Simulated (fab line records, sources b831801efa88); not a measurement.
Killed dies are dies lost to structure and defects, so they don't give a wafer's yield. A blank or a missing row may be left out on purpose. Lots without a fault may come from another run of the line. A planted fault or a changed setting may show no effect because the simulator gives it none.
Which tool did it? | flow sky130 | 11 lots, 33 wafers sampled, at 6 steps of a route of 708

WHAT THE GAUGES READ, wafer by wafer
SKY_LDD_HVP_TW_MEAS_10.
lot  | measured     | on            | LDD_HVP_TW
L900 | day 21 22:39 | film_metro-01 | 462 462 463
L901 | day 21 23:21 | film_metro-04 | 460 461 458
L903 | day 22 19:31 | film_metro-04 | 456 460 457
L904 | day 23 01:52 | film_metro-04 | 461 461 462
L905 | day 23 17:57 | film_metro-01 | 460 463 463
L910 | day 25 11:15 | film_metro-01 | 461 459 462
L911 | day 25 21:43 | film_metro-04 | 456 457 454
L913 | day 26 18:54 | film_metro-02 | 451 457 455
L916 | day 27 15:53 | film_metro-04 | 456 458 456
L922 | day 29 18:26 | film_metro-02 | 455 456 455
L923 | day 29 22:41 | film_metro-04 | 456 455 457

SKY_SD_N_RS_MEAS_16: measures by four-point-probe.
lot  | measured     | on            | SD_N_RS (ohm/sq)
L900 | day 28 08:16 | film_metro-03 | 68.50 68.66 68.70
L901 | day 28 09:46 | film_metro-01 | 68.60 68.63 68.56
L903 | day 29 03:18 | film_metro-03 | 68.66 68.52 68.60
L904 | day 29 10:34 | film_metro-01 | 68.45 68.64 68.54
L905 | day 29 23:51 | film_metro-01 | 68.64 68.42 68.34
L910 | day 31 18:37 | film_metro-01 | 68.57 68.54 68.41
L911 | day 32 00:59 | film_metro-02 | 67.24 67.29 67.27
L913 | day 32 21:47 | film_metro-01 | 67.04 66.89 66.94
L916 | day 33 17:51 | film_metro-03 | 68.58 68.61 68.55
L922 | day 35 15:06 | film_metro-02 | 68.72 68.84 68.61
L923 | day 35 18:16 | film_metro-02 | 68.72 68.83 68.88

SKY_SD_N_RS_MEAS_17: measures by four-point-probe.
lot  | measured     | on            | SD_P_RS (ohm/sq)
L900 | day 28 08:23 | film_metro-03 | 146.7 146.9 146.5
L901 | day 28 09:53 | film_metro-01 | 146.8 147.3 146.9
L903 | day 29 03:25 | film_metro-03 | 147.0 147.2 146.8
L904 | day 29 10:41 | film_metro-01 | 146.8 147.0 147.3
L905 | day 29 23:58 | film_metro-01 | 146.5 146.6 146.8
L910 | day 31 18:44 | film_metro-01 | 146.8 146.4 146.6
L911 | day 32 01:06 | film_metro-02 | 139.5 139.8 139.3
L913 | day 32 21:55 | film_metro-01 | 139.7 139.5 139.0
L916 | day 33 17:58 | film_metro-03 | 146.8 146.7 147.0
L922 | day 35 15:13 | film_metro-02 | 147.5 147.1 147.2
L923 | day 35 18:23 | film_metro-02 | 147.8 147.5 147.5

SKY_SD_N_RS_MEAS_18: measures by four-point-probe.
lot  | measured     | on            | RES_XHIGH_RS (ohm/sq)
L900 | day 28 08:30 | film_metro-03 | 333.5 332.3 332.9
L901 | day 28 10:01 | film_metro-01 | 332.3 332.7 331.5
L903 | day 29 03:32 | film_metro-03 | 332.8 334.3 332.2
L904 | day 29 10:49 | film_metro-01 | 333.3 333.3 332.2
L905 | day 30 00:05 | film_metro-01 | 333.3 332.7 331.3
L910 | day 31 18:51 | film_metro-01 | 332.9 331.9 331.0
L911 | day 32 01:13 | film_metro-02 | 333.1 333.5 332.8
L913 | day 32 22:02 | film_metro-01 | 332.5 332.8 333.8
L916 | day 33 18:05 | film_metro-03 | 331.8 332.2 332.7
L922 | day 35 15:20 | film_metro-02 | 336.2 336.2 335.6
L923 | day 35 18:31 | film_metro-02 | 334.4 334.6 334.2

WHICH TOOL RAN EACH LOT (tool, then ch and the chambers of the sampled wafers, then the start)
lot  | SKY_POLY_CUT_ETCH_11               | SKY_SD_N_RTA_14
L900 | rie_diel-04 ch 0,2,3, day 24 14:28 | rtp_anneal-01 ch 0, day 28 08:05
L901 | rie_diel-04 ch 0,1,3, day 24 16:19 | rtp_anneal-02 ch 0, day 28 09:33
L903 | rie_diel-01 ch 1,2,3, day 25 10:16 | rtp_anneal-02 ch 0, day 29 03:04
L904 | rie_diel-04 ch 1,2, day 25 17:04   | rtp_anneal-01 ch 0, day 29 10:23
L905 | rie_diel-03 ch 1,2,3, day 26 07:22 | rtp_anneal-02 ch 0, day 29 23:41
L910 | rie_diel-01 ch 0,1,3, day 28 00:52 | rtp_anneal-01 ch 0, day 31 18:26
L911 | rie_diel-01 ch 1,2,3, day 28 10:01 | rtp_anneal-02 ch 0, day 32 00:47
L913 | rie_diel-03 ch 0,2, day 29 08:07   | rtp_anneal-02 ch 0, day 32 21:37
L916 | rie_diel-01 ch 0,2,3, day 30 04:10 | rtp_anneal-01 ch 0, day 33 17:41
L922 | rie_diel-03 ch 0,1, day 32 04:52   | rtp_anneal-01 ch 0, day 35 14:56
L923 | rie_diel-01 ch 2,3, day 32 09:34   | rtp_anneal-02 ch 0, day 35 18:06
- SKY_POLY_CUT_ETCH_11: etches Si3N4 in CF4/CH2F2/Ar, stops on poly-Si, time 42.5 s, target depth 60 nm.
- SKY_SD_N_RTA_14: time 2 s.

WHAT THE TOOLS THEMSELVES READ (means of the sampled wafers that have a number; where no wafer has one, the mark that the record gives instead)
SKY_POLY_CUT_ETCH_11.
lot  | tool        | drypump_motor_current_A (A) | oes_product_au (a.u.) | throttle_valve_pct (%)
L900 | rie_diel-04 | 5.8                         | 0.840                 | 14.994
L901 | rie_diel-04 | 6.0                         | 0.833                 | 14.997
L903 | rie_diel-01 | 5.8                         | 0.831                 | 14.993
L904 | rie_diel-04 | 5.9                         | 0.834                 | 14.997
L905 | rie_diel-03 | 5.5                         | 0.828                 | 14.994
L910 | rie_diel-01 | 5.6                         | 0.834                 | 14.995
L911 | rie_diel-01 | 5.8                         | 0.839                 | 14.998
L913 | rie_diel-03 | 5.6                         | 0.833                 | 14.989
L916 | rie_diel-01 | 5.8                         | 0.835                 | 14.987
L922 | rie_diel-03 | 5.0                         | 0.823                 | 14.997
L923 | rie_diel-01 | 6.0                         | 0.819                 | 14.996

SKY_SD_N_RTA_14.
lot  | tool          | lamp_power_pct (%) | ramp_up_c_per_s | wafer_temp_C_max
L900 | rtp_anneal-01 | 15.73              | 149.99          | 1079.3
L901 | rtp_anneal-02 | 15.72              | 150.01          | 1078.4
L903 | rtp_anneal-02 | 15.72              | 149.99          | 1079.7
L904 | rtp_anneal-01 | 15.72              | 149.99          | 1078.7
L905 | rtp_anneal-02 | 15.69              | 150.02          | 1078.2
L910 | rtp_anneal-01 | 15.75              | 149.98          | 1079.0
L911 | rtp_anneal-02 | 15.82              | 149.99          | 1088.0
L913 | rtp_anneal-02 | 15.82              | 149.98          | 1087.8
L916 | rtp_anneal-01 | 15.71              | 149.99          | 1077.8
L922 | rtp_anneal-01 | 15.76              | 149.97          | 1077.2
L923 | rtp_anneal-02 | 15.68              | 150.02          | 1078.3

THE ANSWER, worked out from the rows above alone
Rule: what is usual is taken from the lots themselves. Put in order of their means at a reading, lots are off if they are a third of the lots or fewer, leave a main group of 4 or more, and stand apart from it by a gap of 3 or more times the standard deviation of the main group's means; of several such gaps the widest counts. A main group whose means are all the same, to the digits that the tables above print for the reading, isn't used. A lot without any number at a reading at which 4 lots or more have one is off too. The other lots that the step has rows for count as sound. The gauges are gone through in route order, then the tools' own readings, and for those a lot's mean is taken as printed above. The first step at which some lot is off is used, and at that step the reading that is off furthest; a lot without a number counts as furthest.
Off: L911, L913, at SKY_SD_N_RS_MEAS_16 (SD_N_RS). The main group: mean 68.60 ohm/sq, standard deviation 0.1.
A tool fits if, at a process step before that reading, it ran every lot that is off, and no sound lot after the first of them. The gauges at SKY_SD_N_RS_MEAS_16 aren't tried: what is off there is off at SKY_SD_N_RTA_14 too, on other tools, and a gauge's error can't cause that. None of those tried fits.

WHAT THE SIMULATOR HAD PUT IN
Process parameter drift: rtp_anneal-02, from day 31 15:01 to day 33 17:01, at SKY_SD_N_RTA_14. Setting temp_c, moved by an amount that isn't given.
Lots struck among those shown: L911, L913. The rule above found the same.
